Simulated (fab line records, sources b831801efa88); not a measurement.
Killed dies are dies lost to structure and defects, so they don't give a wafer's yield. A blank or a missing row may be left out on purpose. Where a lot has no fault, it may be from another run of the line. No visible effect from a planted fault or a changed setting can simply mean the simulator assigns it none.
Which tool did it? | flow gf180mcu | Sampling: 11 lots, 33 wafers, 5 of 602 route steps

== WHAT THE GAUGES SHOWED, per wafer ==
GF_V5_THK_MEAS_03. Usual: for V5_CVD_02_THK the level is 1448 nm and the standard deviation is 17.
lot  | measured     | on            | V5_CVD_02_THK (nm) | flag
L587 | day 26 07:20 | film_metro-04 | 1443 1482 1482     |
L589 | day 27 13:06 | film_metro-03 | 1410 1419 1461     |
L591 | day 27 20:54 | film_metro-03 | 1443 1441 1460     |
L592 | day 28 07:44 | film_metro-03 | 1415 1458 1465     |
L593 | day 28 08:31 | film_metro-03 | 1440 1443 1465     |
L595 | day 29 09:02 | film_metro-03 | 1430 1469 1437     |
L598 | day 29 20:17 | film_metro-04 | 1422 1407 1432     |
L602 | day 31 02:44 | film_metro-02 | 1445 1259 1464     | OFF
L606 | day 32 01:57 | film_metro-02 | 1432 1455 1233     | OFF
L608 | day 32 03:55 | film_metro-03 | 1437 1441 1440     |
L610 | day 32 12:29 | film_metro-04 | 1423 1448 1455     |

GF_V5_OVL_MEAS_15. Usual: for V5_OVL the level is 0 nm and the standard deviation is 5.
lot  | measured     | on         | V5_OVL (nm) | flag
L587 | day 27 04:19 | overlay-01 | -12 -5 -4   |
L589 | day 28 08:52 | overlay-01 | -5 4 5      |
L591 | day 28 16:48 | overlay-02 | -5 -11 1    |
L592 | day 29 03:21 | overlay-01 | 5 3 -2      |
L593 | day 29 04:03 | overlay-01 | -3 0 -5     |
L595 | day 30 04:21 | overlay-01 | -3 10 7     |
L598 | day 30 15:21 | overlay-01 | 1 0 6       |
L602 | day 31 20:20 | overlay-01 | 14 4 -2     |
L606 | day 32 18:43 | overlay-02 | 7 3 7       |
L608 | day 32 21:26 | overlay-02 | 0 6 8       |
L610 | day 33 05:51 | overlay-02 | 0 -2 -2     |

== WHAT TOOL EACH LOT RAN ON (gives the tool, then ch and the chambers of the sampled wafers, and finally the start) ==
lot  | GF_M5_METAL_ETCH_10               | GF_M5_STRIP_11                       | GF_V5_CVD_02
L587 | rie_metal-03 ch 0,1, day 26 06:27 | plasma_asher-02 ch 0,1, day 26 06:34 | pecvd-04 ch 0,2, day 26 07:13
L589 | rie_metal-04 ch 0,1, day 27 12:14 | plasma_asher-01 ch 0,1, day 27 12:22 | pecvd-01 ch 1,2, day 27 12:59
L591 | rie_metal-04 ch 0,1, day 27 20:01 | plasma_asher-02 ch 0,1, day 27 20:09 | pecvd-02 ch 0,2, day 27 20:47
L592 | rie_metal-03 ch 1, day 28 06:43   | plasma_asher-02 ch 0,1, day 28 06:58 | pecvd-04 ch 0,2, day 28 07:38
L593 | rie_metal-01 ch 0,1, day 28 07:37 | plasma_asher-02 ch 0,1, day 28 07:45 | pecvd-01 ch 0,1, day 28 08:25
L595 | rie_metal-03 ch 0,1, day 29 08:10 | plasma_asher-01 ch 0,1, day 29 08:17 | pecvd-02 ch 0,1,2, day 29 08:55
L598 | rie_metal-01 ch 0, day 29 19:16   | plasma_asher-02 ch 0,1, day 29 19:32 | pecvd-04 ch 0,2, day 29 20:10
L602 | rie_metal-04 ch 0,1, day 31 01:33 | plasma_asher-01 ch 0,1, day 31 01:40 | pecvd-02 ch 0,1, day 31 02:37
L606 | rie_metal-04 ch 0,1, day 32 01:01 | plasma_asher-03 ch 0,1, day 32 01:08 | pecvd-02 ch 1,2, day 32 01:49
L608 | rie_metal-01 ch 0,1, day 32 03:00 | plasma_asher-03 ch 0,1, day 32 03:08 | pecvd-04 ch 0,1,2, day 32 03:49
L610 | rie_metal-03 ch 1, day 32 11:28   | plasma_asher-03 ch 0,1, day 32 11:36 | pecvd-04 ch 0,1,2, day 32 12:22
- GF_M5_METAL_ETCH_10: etches the open film in Cl2/BCl3, stops on SiO2, target depth 750.8 nm, time 125.1 s.
- GF_M5_STRIP_11: strips in O2/N2.
- GF_V5_CVD_02: deposits SiO2 from TEOS, target thk 1450 nm, time 163.28 s.

== AS READ BY THE TOOLS THEMSELVES (means over the sampled wafers that have a number; for cases with no such wafer, the mark the record gives instead) ==
GF_M5_METAL_ETCH_10. Usual: chamber_pressure_mTorr 8.000 mTorr, standard deviation 0.0073; drypump_motor_current_A 5.7 A, standard deviation 0.48; oes_product_au 0.990 a.u., standard deviation 0.0065; throttle_valve_pct 28.230 %, standard deviation 0.01.
lot  | tool         | chamber_pressure_mTorr (mTorr) | drypump_motor_current_A (A) | oes_product_au (a.u.) | throttle_valve_pct (%) | flag
L587 | rie_metal-03 | 8.007                          | 6.0                         | 0.984                 | 28.237                 |
L589 | rie_metal-04 | 8.006                          | 5.0                         | 0.984                 | 28.232                 |
L591 | rie_metal-04 | 7.996                          | 5.0                         | 0.998                 | 28.222                 |
L592 | rie_metal-03 | 7.999                          | 6.0                         | 0.989                 | 28.223                 |
L593 | rie_metal-01 | 7.998                          | 5.9                         | 0.993                 | 28.226                 |
L595 | rie_metal-03 | 8.006                          | 6.1                         | 0.988                 | 28.231                 |
L598 | rie_metal-01 | 7.999                          | 6.1                         | 0.984                 | 28.233                 |
L602 | rie_metal-04 | 8.004                          | 5.0                         | 0.988                 | 28.232                 |
L606 | rie_metal-04 | 8.001                          | 5.0                         | 0.988                 | 28.218                 |
L608 | rie_metal-01 | 7.997                          | 6.0                         | 0.990                 | 28.233                 |
L610 | rie_metal-03 | 8.001                          | 6.0                         | 0.992                 | 28.226                 |

GF_M5_STRIP_11. Usual: chamber_pressure_mTorr 1500.2 mTorr, standard deviation 1.4; drypump_motor_current_A 5.7 A, standard deviation 0.33; heater_power_w 331 W, standard deviation 27; oes_product_au 0.523 a.u., standard deviation 0.0053; strip_time_to_endpoint_s 7.05 s, standard deviation 0.046.
lot  | tool            | chamber_pressure_mTorr (mTorr) | drypump_motor_current_A (A) | heater_power_w (W) | oes_product_au (a.u.) | strip_time_to_endpoint_s (s) | flag
L587 | plasma_asher-02 | 1498.8                         | 5.7                         | 346                | 0.526                 | 7.08                         |
L589 | plasma_asher-01 | 1499.4                         | 5.5                         | 306                | 0.519                 | 7.02                         |
L591 | plasma_asher-02 | 1499.3                         | 5.7                         | 349                | 0.521                 | 7.00                         |
L592 | plasma_asher-02 | 1501.1                         | 5.6                         | 360                | 0.523                 | 7.01                         |
L593 | plasma_asher-02 | 1500.7                         | 5.6                         | 368                | 0.522                 | 7.08                         |
L595 | plasma_asher-01 | 1501.0                         | 5.5                         | 311                | 0.527                 | 7.05                         |
L598 | plasma_asher-02 | 1500.4                         | 5.7                         | 348                | 0.532                 | 7.09                         |
L602 | plasma_asher-01 | 1499.2                         | 5.5                         | 308                | 0.525                 | 7.08                         |
L606 | plasma_asher-03 | 1500.6                         | 6.2                         | 318                | 0.525                 | 7.00                         |
L608 | plasma_asher-03 | 1498.9                         | 5.9                         | 316                | 0.519                 | 7.01                         |
L610 | plasma_asher-03 | 1500.1                         | 6.0                         | 322                | 0.528                 | 7.07                         |

GF_V5_CVD_02. Usual: heater_power_w 678 W, standard deviation 130; rf_fwd_power_W 597.7 W, standard deviation 1.8.
lot  | tool     | heater_power_w (W) | rf_fwd_power_W (W) | flag
L587 | pecvd-04 | 801                | 597.7              |
L589 | pecvd-01 | 675                | 597.1              |
L591 | pecvd-02 | 608                | 597.2              |
L592 | pecvd-04 | 770                | 597.7              |
L593 | pecvd-01 | 665                | 598.9              |
L595 | pecvd-02 | 651                | 599.9              |
L598 | pecvd-04 | 835                | 597.7              |
L602 | pecvd-02 | 690                | 516.3              | OFF
L606 | pecvd-02 | 706                | 517.2              | OFF
L608 | pecvd-04 | 768                | 597.5              |
L610 | pecvd-04 | 712                | 597.3              |

== THE ANSWER, worked out from the rows above alone ==
Rule: take the mean of a lot's wafers that have a number; if it is more than 3 standard deviations from the usual mean, the lot is off. A lot without any number at a reading at which 4 lots or more have one is off too. All remaining lots with rows at the step are treated as sound. First the gauges in route order, then the tools' own readings, where a lot's mean is used as printed above. At the first step where some lot is off, the reading lying furthest off is the one used; lots without a number count as furthest.
Off: L602, L606, seen at GF_V5_THK_MEAS_03 (V5_CVD_02_THK).
A tool fits if, at a process step before that reading, it ran every lot that is off, and no sound lot after the first of them. Not tried: the gauges at GF_V5_THK_MEAS_03; whatever is off there is also off at GF_V5_CVD_02, on other tools, and gauge error can't account for it. Can't be told from this: 2 tools fit, rie_metal-04 at GF_M5_METAL_ETCH_10, pecvd-02 at GF_V5_CVD_02.

== WHAT WAS PUT IN BY THE SIMULATOR ==
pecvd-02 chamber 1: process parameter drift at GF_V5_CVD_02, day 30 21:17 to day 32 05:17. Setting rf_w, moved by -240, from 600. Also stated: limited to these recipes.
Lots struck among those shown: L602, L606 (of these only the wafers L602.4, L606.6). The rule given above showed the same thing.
